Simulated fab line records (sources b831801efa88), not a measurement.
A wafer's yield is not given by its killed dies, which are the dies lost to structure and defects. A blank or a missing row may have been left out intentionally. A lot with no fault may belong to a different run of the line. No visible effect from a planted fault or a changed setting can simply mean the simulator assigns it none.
Which tool is to blame?    flow sky130    at 1 step of a route of 708, 14 lots with 42 wafers sampled

== WHAT THE GAUGES SHOWED, per wafer ==
The record holds no reading of a measuring or inspecting step that can be judged against a usual standard deviation.

== TOOL THAT RAN EACH LOT (tool first, then ch and the chambers of the sampled wafers, then the start) ==
lot   SKY_LDD_HVP_IMPLANT_08
L806  implanter-01 ch 0, day 20 22:28
L808  implanter-02 ch 0, day 22 00:51
L809  implanter-04 ch 0, day 22 09:00
L810  implanter-04 ch 0, day 22 19:29
L812  implanter-01 ch 0, day 23 16:32
L814  implanter-02 ch 0, day 24 10:10
L815  implanter-02 ch 0, day 25 22:20
L817  implanter-02 ch 0, day 26 06:31
L818  implanter-01 ch 0, day 26 07:28
L820  implanter-02 ch 0, day 26 17:31
L826  implanter-01 ch 0, day 28 17:59
L827  implanter-02 ch 0, day 29 06:11
L828  implanter-04 ch 0, day 29 06:25
L829  implanter-01 ch 0, day 29 10:02
- SKY_LDD_HVP_IMPLANT_08

== WHAT THE TOOLS THEMSELVES READ (means of the sampled wafers that have a number; where no wafer has one, the mark that the record gives instead) ==
SKY_LDD_HVP_IMPLANT_08.
lot   tool          beam-energy-keV
L806  implanter-01  20.003
L808  implanter-02  20.002
L809  implanter-04  19.995
L810  implanter-04  20.000
L812  implanter-01  19.998
L814  implanter-02  19.995
L815  implanter-02  19.994
L817  implanter-02  20.002
L818  implanter-01  20.007
L820  implanter-02  19.995
L826  implanter-01  23.459
L827  implanter-02  20.011
L828  implanter-04  20.006
L829  implanter-01  23.453

== THE ANSWER, worked out from the rows above alone ==
Rule: the usual values come from the lots themselves. The widest of any qualifying gaps counts: lots, ordered by their means at a reading, are off when they make up no more than a third of the lots, leave a main group of 4 or more, and stand apart from it by 3 or more times the standard deviation of that group's means. If all means in a main group match to the digits the tables above print for the reading, that group is not used. Also off: a lot with no number at a reading for which 4 or more lots have one. The other lots that the step has rows for count as sound. The gauges are gone through in route order, then the tools' own readings, and for those a lot's mean is taken as printed above. The first step at which some lot is off is used, and at that step the reading that is off furthest; a lot without a number counts as furthest.
Off: L826, L829 (SKY_LDD_HVP_IMPLANT_08, beam-energy-keV). The main group: mean 20.001, standard deviation 0.0053.
A tool fits if, at that step or a process step before it, it ran every lot that is off, and no sound lot after the first of them. One candidate fits, namely implanter-01 at SKY_LDD_HVP_IMPLANT_08. Its last sound lot is L818 (day 26 07:28), its first lot that is off L826 (day 28 17:59): a fault that began between those two fits.
On the lots that are off, the tool's own readings at SKY_LDD_HVP_IMPLANT_08 differ by more than 5 times the standard deviation of the sound lots' means, which bears it out; beam-energy-keV reads 23.456 there versus 20.001 on the sound lots.

== WHAT HAD BEEN PUT IN BY THE SIMULATOR ==
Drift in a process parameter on implanter-01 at SKY_LDD_HVP_IMPLANT_08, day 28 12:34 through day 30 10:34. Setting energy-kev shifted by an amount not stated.
Shown lots that were struck: L826, L829. This agrees with what the rule above found.
